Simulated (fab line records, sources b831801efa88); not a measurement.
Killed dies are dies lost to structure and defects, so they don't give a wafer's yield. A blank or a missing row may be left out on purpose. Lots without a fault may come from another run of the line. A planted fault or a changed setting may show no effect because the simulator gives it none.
Which tool did it? | flow gf180mcu | 6 lots, 18 wafers sampled, at 2 steps of a route of 602

WHAT THE GAUGES READ, wafer by wafer
GF_NWELL_TW_MEAS_11.
lot  | measured    | on            | NWELL_TW
L569 | day 4 00:28 | film_metro-01 | 1576 1579 1583
L571 | day 4 10:45 | film_metro-04 | 1574 1570 1580
L575 | day 5 10:54 | film_metro-03 | 1606 1609 1616
L577 | day 5 22:46 | film_metro-03 | 1622 1617 1619
L586 | day 7 21:11 | film_metro-01 | 1560 1563 1563
L588 | day 8 07:16 | film_metro-03 | 1587 1582 1577

WHICH TOOL RAN EACH LOT (tool, then ch and the chambers of the sampled wafers, then the start)
lot  | GF_NWELL_IMPLANT_09
L569 | implanter-04 ch 0, day 4 00:15
L571 | implanter-04 ch 0, day 4 10:30
L575 | implanter-04 ch 0, day 5 10:39
L577 | implanter-04 ch 0, day 5 22:31
L586 | implanter-02 ch 0, day 7 20:58
L588 | implanter-04 ch 0, day 8 07:01
- GF_NWELL_IMPLANT_09

THE ANSWER, worked out from the rows above alone
Rule: what is usual is taken from the lots themselves. Put in order of their means at a reading, lots are off if they are a third of the lots or fewer, leave a main group of 4 or more, and stand apart from it by a gap of 3 or more times the standard deviation of the main group's means; of several such gaps the widest counts. A main group whose means are all the same, to the digits that the tables above print for the reading, isn't used. A lot without any number at a reading at which 4 lots or more have one is off too. The other lots that the step has rows for count as sound.
Off: L575, L577, at GF_NWELL_TW_MEAS_11 (NWELL_TW). The main group: mean 1574, standard deviation 7.7.
A tool fits if, at a process step before that reading, it ran every lot that is off, and no sound lot after the first of them. The gauges at GF_NWELL_TW_MEAS_11 are tried like those tools. None of those tried fits.

WHAT THE SIMULATOR HAD PUT IN
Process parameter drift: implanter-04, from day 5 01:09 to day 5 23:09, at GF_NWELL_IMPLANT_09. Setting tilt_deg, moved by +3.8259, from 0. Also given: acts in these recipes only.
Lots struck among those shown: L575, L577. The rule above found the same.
